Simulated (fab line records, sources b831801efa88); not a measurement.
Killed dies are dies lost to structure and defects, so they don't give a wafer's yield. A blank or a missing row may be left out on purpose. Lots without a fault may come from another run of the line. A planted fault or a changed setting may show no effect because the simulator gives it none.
A struck lot beside a sound one | flow sky130 | 36 steps out of a route of 708
Sound: wafers L288.1, L288.2, L288.5. Struck: wafers L300.2, L300.3, L300.4. The cause comes at the end.
At each step with rows: each side's tool, then ch and its chambers, then its first start. Under that, the readings that differ: sound wafers | struck wafers | difference of the means | sigmas: that difference in standard deviations of wafers without a fault.
alike: readings whose means differ by less than 2 such deviations, and words and numbers that are the same on both sides. not compared: withheld readings, readings that some wafer has no value for, bounds like >300 that may hide the same value, and numbers for which the record gives no deviation and whose values overlap.
The two part at a step that has a row with sigmas, a row that says differs or no value, or rows on one side only. Numbers that don't overlap but have no deviation are shown without sigmas and don't part them. A reading that every wafer of one side lacks parts them only if that side has two wafers or more.

first, 10 steps without rows for these wafers: SKY_POLY_CUT_ETCH_10 (etches BARC in N2/H2, stops on SiO2, time 45.9 s, target depth 60 nm); SKY_POLY_CUT_ETCH_11 (etches Si3N4 in CF4/CH2F2/Ar, stops on poly-Si, time 42.5 s, target depth 60 nm); SKY_POLY_CUT_STRIP_12 (strips in O2/N2); SKY_SD_P_DEHYDRATE_00 (time 60 s); SKY_SD_P_HMDS_01 (prime time 60 s); SKY_SD_P_COAT_02 (resist thk 1140 nm); SKY_SD_P_SOFTBAKE_03 (time 60 s); SKY_SD_P_EXPOSE_04 (exposes mask PSDM, target cd 380 nm); SKY_SD_P_PEB_05; SKY_SD_P_DEVELOP_06 (develop time 60 s).
SKY_SD_P_IMPLANT_09:
  sound on implanter-02 ch 0, day 26 03:55; struck on implanter-02 ch 0, day 30 18:03
  reading                          | sound                         | struck                        | difference | sigmas
  beam_on_s (s)                    | 13.4 13.6 13.6                | 9.9 10.3 10.1                 | -3.4       | -5
  dose_ions_cm2                    | 3.001e+15 2.995e+15 2.999e+15 | 1.501e+15 1.502e+15 1.501e+15 | -1.497e+15 | -99 or more
  end_station_pressure_torr (Torr) | 1.46e-05 1.57e-05 1.43e-05    | 1.04e-05 1.24e-05 1.21e-05    | -3.23e-06  | -4
  faraday_current_uA               | 12207 12000 12020             | 8316 8032 8175                | -3901      | -7
SKY_SD_P_STRIP_10: strips in O2/N2.
  sound on plasma_asher-04 ch 0,1, day 26 04:04; struck on plasma_asher-04 ch 0,1, day 30 18:11
  reading                      | sound             | struck            | difference | sigmas
  oes_product_au (a.u.)        | 0.612 0.619 0.614 | 0.649 0.649 0.650 | +0.034     | +8
  strip_time_to_endpoint_s (s) | 17.39 17.46 17.39 | 16.12 16.17 16.25 | -1.23      | -32
  alike: chamber_pressure_mTorr, drypump_motor_current_A
  not compared: rf_hours_counter_h
SKY_SD_P_TW_MEAS_11:
  sound on film_metro-03, day 26 04:10; struck on film_metro-02, day 30 18:17
  reading | sound          | struck         | difference | sigmas
  SD_P_TW | 2816 2804 2817 | 2392 2396 2401 | -416       | -22
then, 21 steps without rows for these wafers: SKY_RES_XHIGH_DEHYDRATE_00 (time 60 s); SKY_RES_XHIGH_HMDS_01 (prime time 60 s); SKY_RES_XHIGH_COAT_02 (resist thk 1140 nm); SKY_RES_XHIGH_SOFTBAKE_03 (time 60 s); SKY_RES_XHIGH_EXPOSE_04 (exposes mask URPM, target cd 1270 nm); SKY_RES_XHIGH_PEB_05; SKY_RES_XHIGH_DEVELOP_06 (develop time 60 s); SKY_RES_XHIGH_IMPLANT_07; SKY_RES_XHIGH_STRIP_08 (strips in O2/N2); SKY_SD_N_DEHYDRATE_00 (time 60 s); SKY_SD_N_HMDS_01 (prime time 60 s); SKY_SD_N_COAT_02 (resist thk 1140 nm); SKY_SD_N_SOFTBAKE_03 (time 60 s); SKY_SD_N_EXPOSE_04 (exposes mask NSDM, target cd 380 nm); SKY_SD_N_PEB_05; SKY_SD_N_DEVELOP_06 (develop time 60 s); SKY_SD_N_IMPLANT_09; SKY_SD_N_IMPLANT_10; SKY_SD_N_STRIP_11 (strips in O2/N2); SKY_SD_N_CLEAN_13 (cleans in SC1/SC2, time 150 s); SKY_SD_N_RTA_14 (time 2 s).
-- the record jumps here: 2 days lie between the struck wafers' starts before and after --
SKY_SD_N_RS_MEAS_17: measures by four-point-probe.
  sound on film_metro-02, day 28 13:40; struck on film_metro-02, day 33 01:38
  reading          | sound             | struck            | difference | sigmas
  SD_P_RS (ohm/sq) | 147.5 147.5 147.5 | 160.2 159.9 159.6 | +12.4      | +31
-- the record jumps here: 16 days lie between the struck wafers' starts before and after (it left off in module SD_N and takes up again in module PAD_OPEN, whose first step shown is number 708 of the route) --
SKY_PAD_OPEN_PROBE_99:
  sound on prober-02, day 45 20:04; struck on prober-02, day 49 04:37
  reading                                | sound             | struck            | difference | sigmas
  model.etest.licon_high_po.rc_ohm       | 354.3 359.6 361.3 | 1220 1228 1191    | +855       |
  model.etest.res_high_po.line_ohm_um    | 757.8 741.2 745.8 | 1338 1307 1321    | +574       |
  model.etest.res_pdiff.line_ohm_um      | 1376 1377 1378    | 1684 1690 1660    | +301       |
  model.etest.pfet_01v8.r_on_ohm_um      | 2902 2909 2960    | 3208 3263 3195    | +298       |
  model.etest.pfet_g5v0d10v5.r_on_ohm_um | 4844 4836 4874    | 5070 5129 5060    | +235       |
  model.etest.res_high_po.rs_ohm_sq      | 264.8 263.2 265   | 467.5 468 464.6   | +202.4     |
  model.etest.licon_pdiff.rc_ohm         | 601 580.4 568.6   | 738.5 737.6 737.4 | +154.5     |
  model.etest.res_pdiff_hv.rs_ohm_sq     | 192.1 193.3 193.4 | 243 241.1 238.4   | +48        |
  alike: killed_at_M0_to_M3, killed_at_M4_up, killed_at_contacts, killed_at_front_end, killed_at_other, killed_dies, killed_open, killed_short

WHERE THEY PART
First at SKY_SD_P_IMPLANT_09; last, within this record, at SKY_SD_N_RS_MEAS_17. Later steps at which nothing parts them and some readings are alike: SKY_PAD_OPEN_PROBE_99.

WHY: what the simulator had put in
Process parameter drift: implanter-02, from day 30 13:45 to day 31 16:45, at SKY_SD_P_IMPLANT_09. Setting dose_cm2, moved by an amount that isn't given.
